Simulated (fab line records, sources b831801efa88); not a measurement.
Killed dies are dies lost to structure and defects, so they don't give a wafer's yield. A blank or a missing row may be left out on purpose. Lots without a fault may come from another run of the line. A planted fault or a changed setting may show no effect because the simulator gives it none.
fab line records | flow sfq_line
record lots=13 wafers=39 last_day=85
route steps=325 shown I0@53 I1@74 I5@238 M8@318
lots that met no fault: from a run of the same line without faults
start_h: hours from the record's first day to the start of the lot's first wafer shown | wait_h: hours since the lot's step before | " the same as in the row above | L1.1+2: a row that stands for several wafers | - no value, or no start given | * or withheld: withheld | < > ~ a bound
route shown NAME@n: a module of which the file shows steps, and the number in the route of the first | usual: mean/standard deviation of fault-free wafers | same: alike in all rows | chamber/n: place in a boat | sites: the reading at each site | _std_site: their standard deviation | _edge_site: outer sites' mean less inner sites' | radius_mm: how far each site lies from the wafer's centre | mask NAME#n: copy n | behind: the tool/chamber that last shaped the wafer | hold: why the lot was held/for how many hours/how that ended | device: the transistor (n, p or np) that didn't switch | end of line: the same wafers' tests at the end of the route | a step without rows: its recipe alone | killed: dies lost to structure and defects at the first sort, not the wafer's yield | map: a wafer's dies, x killed, . not, _ none there
set.NAME: the setting as run; set.NAME@STEP: as run at that earlier step | model.NAME: the simulator's own value behind a step, which no gauge read
steps of the route over a sample of lots; a table a step, a row a wafer
services: from which hour (start_h, from the record's first day; less than 0 if before it) a tool's chamber was out of use, for how many hours, and why
## steps
# step SFQ_I0_OVL_MEAS_908
# usual I0_OVL=-3/5.6
# columns lot.wafer tool chamber start_h wait_h I0_OVL[nm]
L981.1 overlay-02 - 354.57 0.1 -8
L981.2 " - " " -8
L981.3 " - " " -7
L985.1 overlay-02 - 423.22 0.1 -10
L985.2 " - " " -7
L985.5 " - " " -5
L986.1 overlay-01 - 434.46 0.1 3
L986.3 " - " " 0
L986.4 " - " " -3
L989.1 overlay-01 - 453.79 0.1 8
L989.3 " - " " 13
L989.4 " - " " 4
L990.1 overlay-02 - 470.59 0.1 -2
L990.2 " - " " -2
L990.3 " - " " -4
L991.2 overlay-01 - 475.39 0.1 -13
L991.3 " - " " -16
L991.6 " - " " -15
L993.2 overlay-01 - 492.30 0.1 1
L993.3 " - " " -3
L993.4 " - " " -1
L997.2 overlay-02 - 530.82 0.1 -7
L997.3 " - " " -8
L997.5 " - " " -16
L998.2 overlay-01 - 536.95 0.1 -6
L998.4 " - " " -4
L998.6 " - " " -6
L100.3 overlay-01 - 587.48 0.1 -6
L100.4 " - " " -6
L100.6 " - " " -4
L101.1 overlay-01 - 612.58 0.1 -5
L101.2 " - " " 2
L101.5 " - " " -3
L102.1 overlay-01 - 627.23 0.1 5
L102.2 " - " " 1
L102.3 " - " " 0
L103.2 overlay-01 - 633.23 0.1 -7
L103.4 " - " " -11
L103.5 " - " " -4
# step SFQ_TRILAYER_I1_CMP_CMP_046
# recipe material=SiO2 down_force_psi=3 platen_rpm=60 pad_velocity_m_s=0.94248
# usual motor_current_A=10.0/0.61 platen_rpm=60.00/0.041 slurry_filter_dp_kPa=13.53/0.13 slurry_flow_ml_min=150.1/0.46 time_to_endpoint_s=212/7.8
# columns lot.wafer tool chamber start_h wait_h motor_current_A platen_rpm slurry_filter_dp_kPa slurry_flow_ml_min time_to_endpoint_s
L981.3 cmp-02 2 499.37 0.0 11.0 60.01 13.41 149.9 221
L981.1 " 0 500.37 1.0 9.6 59.95 14.00 150.0 211
L981.2 " 1 " " 10.2 59.99 13.54 150.8 205
L985.1 cmp-01 2 576.00 0.7 10.1 60.05 13.58 150.2 212
L985.2 " 1 577.50 2.2 9.7 59.99 13.52 150.2 213
L985.5 " 3 578.50 3.2 9.6 59.99 13.47 150.3 198
L986.1 cmp-01 3 587.34 0.0 9.7 60.05 13.67 150.4 208
L986.3 " 0 " " 10.9 59.99 13.69 149.7 217
L986.4 " 1 " " 9.1 60.02 13.71 150.2 235
L989.4 cmp-01 3 614.26 3.0 9.3 59.98 13.43 150.2 198
L989.1 " 0 " " 10.7 60.04 13.50 150.0 168
L989.3 " 2 615.76 4.5 10.8 60.07 13.43 149.8 209
L990.1 cmp-02 2 633.25 3.8 11.0 59.96 13.37 150.1 218
L990.3 " 3 " " 9.5 60.06 13.54 150.0 199
L990.2 " 0 " " 9.4 60.01 13.71 150.5 209
L991.3 cmp-02 3 641.75 6.3 9.6 59.94 13.57 150.1 212
L991.2 " 2 643.25 7.8 11.0 60.00 13.57 150.4 214
L991.6 " 0 644.25 8.8 9.6 59.99 13.47 150.1 213
L993.4 cmp-02 1 650.96 0.0 9.5 60.00 13.44 149.7 214
L993.3 " 2 " " 11.1 60.00 13.33 150.0 213
L993.2 " 0 652.46 1.5 9.2 60.01 13.49 149.8 207
L997.2 cmp-01 3 691.36 3.8 9.4 60.03 13.59 150.6 211
L997.3 " 2 692.86 5.3 10.2 60.00 13.47 149.4 218
L997.5 " 3 " " 9.5 59.94 13.55 150.2 212
L998.2 cmp-01 3 697.36 4.6 9.6 59.96 13.48 149.8 203
L998.4 " 2 698.86 6.1 10.4 59.99 13.20 149.9 205
L998.6 " 3 " " 9.6 59.98 13.54 149.1 206
L100.4 cmp-01 2 743.64 0.5 10.5 59.94 13.55 150.2 223
L100.3 " 1 745.14 2.0 9.6 60.06 13.54 149.6 222
L100.6 " 3 746.14 3.0 9.6 60.01 13.50 149.4 202
L101.1 cmp-02 0 777.12 15.8 9.4 59.98 13.40 149.7 208
L101.2 " 2 778.12 16.8 11.0 59.98 13.65 149.9 213
L101.5 " 1 779.62 18.2 10.0 60.01 13.46 151.0 210
L102.3 cmp-02 0 783.62 14.3 9.1 59.97 13.54 150.0 210
L102.2 " 1 " " 9.8 59.97 13.57 149.9 202
L102.1 " 2 " " 10.8 59.95 13.52 150.3 217
L103.2 cmp-01 1 791.07 16.5 10.3 60.06 13.52 150.4 217
L103.4 " 3 792.07 17.5 9.3 59.95 13.50 149.6 201
L103.5 " 1 793.07 18.5 9.7 59.98 13.48 150.4 223
# step SFQ_TRILAYER_I1_METRO_MEASURE_047
# usual thk_nm=199.9/1.2
# columns lot.wafer tool chamber start_h wait_h thk_nm
L981.1 film_metro-04 - 502.49 0.1 199.8
L981.2 " - " " 199.4
L981.3 " - " " 201.7
L985.1 film_metro-04 - 579.12 0.1 200.3
L985.2 " - " " 201.0
L985.5 " - " " 198.5
L986.1 film_metro-01 - 590.46 0.1 200.7
L986.3 " - " " 200.7
L986.4 " - " " 203.2
L989.1 film_metro-01 - 617.38 0.1 249.2
L989.3 " - " " 199.0
L989.4 " - " " 198.4
L990.1 film_metro-01 - 635.87 0.1 200.6
L990.2 " - " " 200.1
L990.3 " - " " 199.1
L991.2 film_metro-04 - 645.07 0.3 201.5
L991.3 " - " " 198.9
L991.6 " - " " 198.7
L993.2 film_metro-04 - 654.28 0.3 199.2
L993.3 " - " " 200.4
L993.4 " - " " 199.7
L997.2 film_metro-03 - 694.68 0.3 199.4
L997.3 " - " " 201.1
L997.5 " - " " 198.0
L998.2 film_metro-01 - 700.68 0.3 198.6
L998.4 " - " " 199.7
L998.6 " - " " 199.2
L100.3 film_metro-01 - 747.16 0.5 202.5
L100.4 " - " " 200.5
L100.6 " - " " 199.3
L101.1 film_metro-01 - 780.24 0.1 199.1
L101.2 " - " " 199.1
L101.5 " - " " 197.8
L102.1 film_metro-01 - 786.24 0.1 200.9
L102.2 " - " " 200.8
L102.3 " - " " 198.4
L103.2 film_metro-04 - 793.89 0.3 202.8
L103.4 " - " " 200.3
L103.5 " - " " 202.5
# step SFQ_TRILAYER_I1_VIA_ETCH_VIA_ETCH_052
# recipe target=SiO2 stop_on=Nb mask_material=PR taper_deg=20 chemistry=CHF3 target_depth_nm=260 source_w=500 bias_w=80 pressure_mtorr=30 time_s=withheld
# usual drypump_motor_current_A=5.56/0.24 oes_product_au=0.854/0.0052
# columns lot.wafer tool chamber start_h wait_h drypump_motor_current_A oes_product_au
L981.1 rie_diel-02 0 644.10 0.0 5.47 0.848
L981.2 " 3 " " 5.81 0.862
L981.3 " 1 " " 5.76 0.854
L985.1 rie_diel-02 0 648.90 0.0 5.47 0.857
L985.2 " 2 " " 5.55 0.864
L985.5 " 3 " " 5.79 0.850
L986.1 rie_diel-04 3 650.10 0.0 5.40 0.857
L986.3 " 2 " " 5.24 0.852
L986.4 " 0 " " 5.83 0.860
L989.1 rie_diel-01 3 653.70 0.0 5.66 0.968
L989.3 " 0 " " 5.09 0.852
L989.4 " 1 " " 5.54 0.853
L990.1 rie_diel-02 2 654.90 0.0 5.54 0.853
L990.2 " 3 " " 5.77 0.851
L990.3 " 0 " " 5.43 0.848
L991.2 rie_diel-04 0 787.98 0.0 5.83 0.854
L991.3 " 1 " " 5.94 0.847
L991.6 " 3 " " 5.37 0.851
L993.2 rie_diel-04 2 808.51 0.0 5.20 0.855
L993.3 " 1 " " 5.97 0.849
L993.4 " 0 " " 5.82 0.855
L997.2 rie_diel-04 0 843.70 0.0 5.81 0.855
L997.3 " 3 " " 5.39 0.858
L997.5 " 0 " " 5.80 0.851
L998.2 rie_diel-01 0 848.50 0.0 5.09 0.850
L998.4 " 1 " " 5.57 0.851
L998.6 " 1 " " 5.58 0.846
L100.3 rie_diel-01 1 883.43 0.0 5.56 0.853
L100.4 " 2 " " 5.40 0.854
L100.6 " 1 " " 5.56 0.855
L101.1 rie_diel-01 1 912.43 0.0 5.56 0.858
L101.2 " 2 " " 5.40 0.852
L101.5 " 0 " " 5.09 0.841
L102.1 rie_diel-04 3 917.23 0.0 5.36 0.861
L102.2 " 1 " " 5.97 0.861
L102.3 " 0 " " 5.83 0.850
L103.2 rie_diel-04 2 928.03 0.0 5.26 0.860
L103.4 " 3 " " 5.39 0.858
L103.5 " 2 " " 5.24 0.860
# step SFQ_TRILAYER_I5_STRIP_STRIP_148
# recipe gas=O2 power_w=200 platen_temp_c=40 overash_fraction=0.65 chemistry=O2 pressure_mtorr=50
# usual drypump_motor_current_A=5.6/0.32 oes_product_au=0.999/0.014
# columns lot.wafer tool chamber start_h wait_h drypump_motor_current_A oes_product_au rf_hours_counter_h
L981.1 rie_metal-04 1 1495.80 - 5.5 1.002 59
L981.2 " 0 " " 5.7 0.978 27
L981.3 " 0 " " 5.7 0.973 -
L985.1 rie_metal-02 1 1509.00 - 6.2 1.011 120
L985.2 " 0 " " 5.4 1.005 98
L985.5 " 1 " " 6.2 1.011 -
L986.1 rie_metal-02 0 1516.20 - 5.4 0.997 99
L986.3 " 0 " " 5.4 0.995 -
L986.4 " 1 " " 6.2 1.018 -
L989.1 rie_metal-02 1 1538.65 - 6.2 1.007 125
L989.3 " 0 " " 5.4 1.004 -
L989.4 " 1 " " 6.2 1.003 -
L990.1 rie_metal-02 1 1556.78 - 6.2 1.003 128
L990.2 " 0 " " 5.4 1.002 105
L990.3 " 0 " " 5.4 1.000 -
L991.2 rie_metal-02 1 1565.18 - 6.2 1.013 129
L991.3 " 0 " " 5.4 1.006 -
L991.6 " 1 " " 6.2 1.009 -
L993.2 rie_metal-02 0 1568.78 - 5.4 1.004 107
L993.3 " 1 " " 6.2 1.013 -
L993.4 " 0 " " 5.4 1.012 -
L997.2 rie_metal-04 1 1581.98 - 5.5 0.996 69
L997.3 " 0 " " 5.7 0.974 -
L997.5 " 1 " " 5.5 0.994 -
L998.2 rie_metal-01 1 1586.56 - 5.3 0.984 49
L998.4 " 1 " " 5.3 0.986 -
L998.6 " 0 " " 5.6 1.015 -
L100.3 rie_metal-01 0 1594.34 - 5.6 1.010 -
L100.4 " 1 " " 5.3 0.994 -
L100.6 " 0 " " 5.6 1.019 -
L101.1 rie_metal-04 0 1600.14 - 5.7 0.982 41
L101.2 " 1 " " 5.5 0.999 72
L101.5 " 1 " " 5.5 1.018 -
L102.1 rie_metal-01 1 1604.94 - 5.3 0.991 51
L102.2 " 0 " " 5.5 1.020 42
L102.3 " 0 " " 5.6 1.021 -
L103.2 rie_metal-01 1 1608.54 - 5.3 0.993 52
L103.4 " 0 " " 5.6 1.005 -
L103.5 " 0 " " 5.6 1.006 -
# step SFQ_M8_OVL_MEAS_948
# usual M8_OVL=-1/5.6
# columns lot.wafer tool chamber start_h wait_h M8_OVL[nm]
L981.1 overlay-02 - 1825.29 0.1 12
L981.2 " - " " 15
L981.3 " - " " 12
L985.1 overlay-02 - 1836.09 0.1 1
L985.2 " - " " 0
L985.5 " - " " -1
L986.1 overlay-01 - 1901.43 0.1 5
L986.3 " - " " 8
L986.4 " - " " 4
L989.1 overlay-01 - 1933.59 0.1 -10
L989.3 " - " " -1
L989.4 " - " " -9
L990.1 overlay-01 - 1939.69 0.1 13
L990.2 " - " " 8
L990.3 " - " " 4
L991.2 overlay-01 - 1942.10 0.1 0
L991.3 " - " " 3
L991.6 " - " " -4
L993.2 overlay-01 - 2009.50 0.1 -4
L993.3 " - " " -10
L993.4 " - " " -8
L997.2 overlay-01 - 2027.18 0.1 -5
L997.3 " - " " 0
L997.5 " - " " -4
L998.2 overlay-01 - 2033.18 0.1 3
L998.4 " - " " -10
L998.6 " - " " -4
L100.3 overlay-01 - 2040.39 0.1 -7
L100.4 " - " " 2
L100.6 " - " " -4
L101.1 overlay-01 - 2042.78 0.1 -6
L101.2 " - " " -13
L101.5 " - " " -8
L102.1 overlay-02 - 2043.98 0.1 -7
L102.2 " - " " -8
L102.3 " - " " -7
L103.2 overlay-02 - 2049.98 0.1 8
L103.4 " - " " 1
L103.5 " - " " 0
## services
# columns tool chamber start_h hours kind
film_metro-01 - 479.36 0.6 pm
film_metro-01 - 496.11 1.0 pm
cmp-01 - 548.04 0.3 repair
cmp-01 - 572.00 4.0 pm
film_metro-01 - 585.70 1.8 pm
cmp-01 - 595.62 0.3 repair
cmp-01 - 656.22 0.8 repair
cmp-01 - 657.07 13.6 pm
cmp-01 - 670.36 3.0 repair
film_metro-01 - 724.71 1.4 pm
film_metro-01 - 739.23 2.1 pm
film_metro-01 - 741.29 0.6 pm
cmp-01 - 742.43 1.2 repair
cmp-01 - 773.66 4.9 pm
cmp-01 - 827.24 0.3 repair
film_metro-01 - 830.89 1.4 pm
cmp-01 - 834.92 0.3 repair
cmp-01 - 873.39 0.8 repair
cmp-01 - 895.39 2.0 repair
cmp-01 - 912.38 4.0 pm
cmp-01 - 920.87 1.3 repair
film_metro-01 - 969.36 1.8 pm
film_metro-01 - 986.70 0.2 pm
cmp-01 - 1072.96 3.1 repair
## key
first_sign step=SFQ_TRILAYER_I1_CMP_CMP_046 reading=time_to_endpoint_s direction=down sigmas=5.6 usual=* struck=*
effect step=SFQ_TRILAYER_I1_METRO_MEASURE_047 reading=thk_nm direction=up sigmas=41 usual=199.9 struck=249.2
effect step=SFQ_TRILAYER_I1_VIA_ETCH_VIA_ETCH_052 reading=oes_product_au direction=up sigmas=22 usual=0.854 struck=0.968
met_at SFQ_TRILAYER_I1_CMP_CMP_046
struck_lots L989
struck_wafers L989.1
not_acting_at SFQ_I0_OVL_MEAS_908,SFQ_TRILAYER_I5_STRIP_STRIP_148,SFQ_M8_OVL_MEAS_948
onset_between 587.34 614.26
fault kind=process_parameter_drift tool=cmp-01 chamber=0 onset_h=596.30 steps=SFQ_TRILAYER_I1_CMP_CMP_046 channel=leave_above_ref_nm offset=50 shape=step end_h=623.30 acts_in=these_recipes_only stated=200
